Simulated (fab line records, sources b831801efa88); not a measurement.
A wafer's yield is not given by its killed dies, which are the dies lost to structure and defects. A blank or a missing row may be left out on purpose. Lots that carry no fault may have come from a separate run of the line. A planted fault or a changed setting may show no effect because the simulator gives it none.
Chamber matching ; flow gf180mcu ; GF_STI_ETCH_14 on rie-si-02 has 4 sister chambers
The step etches Si in HBr/Cl2/O2, target depth 360 nm, time 102.9 s. 8 wafers are shown with their chamber, then 6 later ones without.

## WAFERS, EACH WITH ITS CHAMBER
wafer;chamber;drypump-motor-current-A (A);oes-product-au (a.u.)
L884.2;0;5.3;0.989
L884.5;0;5.3;1.011
L900.3;2;5.2;0.995
L901.4;1;5.1;0.995
L901.6;2;5.1;0.992
L902.2;1;5.1;0.999
L902.3;3;5.1;1.006
L902.5;3;5.1;1.012

## WAFERS WITH NO CHAMBER GIVEN
wafer;drypump-motor-current-A (A);oes-product-au (a.u.)
L903.3;5.3;1.000
L903.4;5.1;1.008
L903.5;5.1;0.994
L907.1;5.2;0.983
L907.3;5.1;0.990
L907.5;5.3;0.993

## EACH ONE'S CHAMBER
wafer;from the rows above;in truth
L903.3;0;0
L903.4;can't be placed: 3 or 1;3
L903.5;can't be placed: 1 or 2 or 3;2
L907.1;can't be placed: 2 or 1 or 0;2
L907.3;can't be placed: 1 or 2 or 3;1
L907.5;0;0
2 of 6 placed correctly. Unplaceable from these rows: 4, with the true chamber sitting among the candidates in 4. Wrongly placed: 0.
How it was worked out, from the rows above alone: a wafer's distance from a chamber is the root of the sum, over the readings, of the square of ((its reading less the chamber's mean) divided by the reading's scatter). The wafer belongs to the nearest chamber; if the next one is less than 2 further off, it can't be placed. For every chamber, the mean is computed from those of its wafers that are shown. The scatter: take each reading less its chamber's mean, square it, sum over the shown wafers, divide by the number of wafers less the number of chambers, and take the root.
